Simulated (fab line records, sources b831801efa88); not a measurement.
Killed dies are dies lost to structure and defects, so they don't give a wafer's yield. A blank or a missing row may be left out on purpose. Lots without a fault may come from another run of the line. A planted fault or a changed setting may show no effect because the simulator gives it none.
One fault seen from 2 desks | flow sfq_line | each desk has only its own numbers; what lay behind them comes last

THE TOOL OWNER'S DESK: cmp-02
The tool's own readings at SFQ_TRILAYER_I7_CMP_CMP_184 (polishes SiO2): means of the sampled wafers that have a number, for each lot that ran on this tool. A lot is out of limits, marked OUT, if its mean lies more than 4 standard deviations from the usual mean; the brackets give that distance.
Columns: A = motor_current_A at SFQ_TRILAYER_I7_CMP_CMP_184, usual 9.7 A; B = time_to_endpoint_s at SFQ_TRILAYER_I7_CMP_CMP_184, usual 218 s
lot  | first seen here | A    | B
L690 | day 74 19:46    | 10.4 | 218
L691 | day 74 23:16    | 9.7  | 219
L692 | day 75 02:16    | 9.8  | 240
L694 | day 75 07:29    | 9.6  | 256 (+6.0) OUT
L695 | day 76 08:17    | 10.2 | 256 (+6.1) OUT
L708 | day 83 03:02    | 9.6  | 211
L709 | day 86 12:31    | 10.8 | 216
L711 | day 86 18:23    | 10.6 | 205
This desk's finding: out of limits on L694, L695; first on L694, day 75 07:29 (time_to_endpoint_s at SFQ_TRILAYER_I7_CMP_CMP_184). In limits: L690, L691, L692, L708, L709, L711.

THE METROLOGY DESK
What the gauges read, lot by lot, whatever tool the lot ran on: means of the sampled wafers that have a number. A lot is out of limits, marked OUT, if its mean lies more than 4 standard deviations from the usual mean; the brackets give that distance.
Columns: A = I7_OVL at SFQ_I7_OVL_MEAS_947, usual 1 nm
lot  | first seen here | A
L688 | day 76 22:58    | -3
L689 | day 77 03:45    | 3
L690 | day 78 12:45    | -3
L691 | day 78 17:41    | -2
L692 | day 79 00:53    | -1
L693 | day 79 03:17    | 5
L694 | day 79 12:29    | -7
L695 | day 81 04:20    | 3
L703 | day 82 09:08    | 0
L705 | day 82 18:44    | 2
L706 | day 82 23:43    | 5
L708 | day 83 09:37    | 0
L709 | day 87 02:29    | 3
L710 | day 87 03:42    | 5
L711 | day 87 05:53    | 3
This desk's finding: nothing out of limits on any of the 15 lots.

PUT TOGETHER
The tool owner's desk could have raised an alarm at day 75 07:29, on L694, L695.
The metrology desk saw nothing out of limits.
The metrology desk has L694, L695 on record, within its limits.
Of the lots named, all ran SFQ_TRILAYER_I7_CMP_CMP_184 on cmp-02.

WHAT THE SIMULATOR HAD PUT IN
Process parameter drift: cmp-02, from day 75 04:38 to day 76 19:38, at SFQ_TRILAYER_I7_CMP_CMP_184. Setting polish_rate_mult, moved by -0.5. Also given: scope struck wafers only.
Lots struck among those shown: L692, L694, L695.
Hours from the fault's start to each desk's first reading out of limits: the tool owner's desk, 3.
